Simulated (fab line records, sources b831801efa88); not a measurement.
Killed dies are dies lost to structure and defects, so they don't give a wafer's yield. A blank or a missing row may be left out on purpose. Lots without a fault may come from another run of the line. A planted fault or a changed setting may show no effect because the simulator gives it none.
A struck lot beside a sound one | flow sky130 | 15 steps out of a route of 708
Sound: wafers L347.4, L347.5, L347.6. Struck: wafers L353.3, L353.5. (L353.6 of the same lot was not struck and is left out.) The cause comes at the end.
At each step with rows: each side's tool, then ch and its chambers, then its first start. Under that, the readings that differ: sound wafers | struck wafers | difference of the means | sigmas: that difference in standard deviations of wafers without a fault.
alike: readings whose means differ by less than 2 such deviations, and words and numbers that are the same on both sides. not compared: withheld readings, readings that some wafer has no value for, bounds like >300 that may hide the same value, and numbers for which the record gives no deviation and whose values overlap.
The two part at a step that has a row with sigmas, a row that says differs or no value, or rows on one side only. Numbers that don't overlap but have no deviation are shown without sigmas and don't part them. A reading that every wafer of one side lacks parts them only if that side has two wafers or more.

SKY_METAL1_THK_MEAS_06: measures by xrf.
  sound on film_metro-02, day 31 06:35; struck on film_metro-02, day 33 18:33
  alike: METAL1_ALCU_THK
then, 8 steps without rows for these wafers: SKY_METAL1_DEHYDRATE_07 (time 60 s); SKY_METAL1_HMDS_08 (prime time 60 s); SKY_METAL1_COAT_09 (resist thk 60 nm); SKY_METAL1_COAT_10 (resist thk 450 nm); SKY_METAL1_SOFTBAKE_11 (time 90 s); SKY_METAL1_EXPOSE_12 (exposes mask MM1, target cd 140 nm); SKY_METAL1_PEB_13; SKY_METAL1_DEVELOP_14 (develop time 60 s).
SKY_METAL1_CD_MEAS_15: target cd 140 nm.
  sound on cd_sem-02, day 32 10:07; struck on cd_sem-02, day 34 20:43
  alike: cd_nm
SKY_METAL1_OVL_MEAS_16:
  sound on overlay-01, day 32 10:12; struck on overlay-02, day 34 20:49
  alike: METAL1_OVL
SKY_METAL1_DESCUM_17: chemistry O2, time 8 s.
  sound on rie_metal-04 ch 0,1, day 32 10:13; struck on rie_metal-03 ch 0, day 34 20:50
  alike: drypump_motor_current_A, oes_product_au
  not compared: rf_hours_counter_h
SKY_METAL1_ETCH_18: etches BARC in N2/H2, stops on SiO2, time 45.9 s, target depth 60 nm.
  sound on rie_metal-04 ch 0,1, day 32 10:16; struck on rie_metal-03 ch 0, day 34 20:53
  reading                     | sound             | struck      | difference | sigmas
  drypump_motor_current_A (A) | 4.9 4.9 5.3       | 6.1 6.1     | +1.1       | +2
  oes_product_au (a.u.)       | 0.855 0.859 0.854 | 0.833 0.832 | -0.023     | -5
  run_length_s (s)            | 74.0 74.1 73.5    | 75.8 76.3   | +2.2       | +4
  alike: throttle_valve_pct
  not compared: rf_hours_counter_h
SKY_METAL1_METAL_ETCH_19: etches the open film in Cl2/BCl3, stops on SiO2, target depth 360 nm, time 78 s.
  sound on rie_metal-04 ch 0,1, day 32 10:20; struck on rie_metal-03 ch 0, day 34 20:58
  reading                     | sound       | struck  | difference | sigmas
  drypump_motor_current_A (A) | 4.9 4.9 5.3 | 6.1 6.1 | +1.1       | +2
  alike: mfc_cl2_sccm, oes_product_au, run_length_s, throttle_valve_pct
  not compared: rf_hours_counter_h
SKY_PAD_OPEN_PROBE_99:
  the record has rows for the sound wafers here (prober-02, day 45 12:44) and none for the struck ones

WHERE THEY PART
First at SKY_METAL1_ETCH_18; last, within this record, at SKY_PAD_OPEN_PROBE_99.

WHY: what the simulator had put in
Process parameter drift: rie_metal-03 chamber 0, from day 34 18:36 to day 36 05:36, at SKY_METAL1_ETCH_18. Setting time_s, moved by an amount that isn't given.
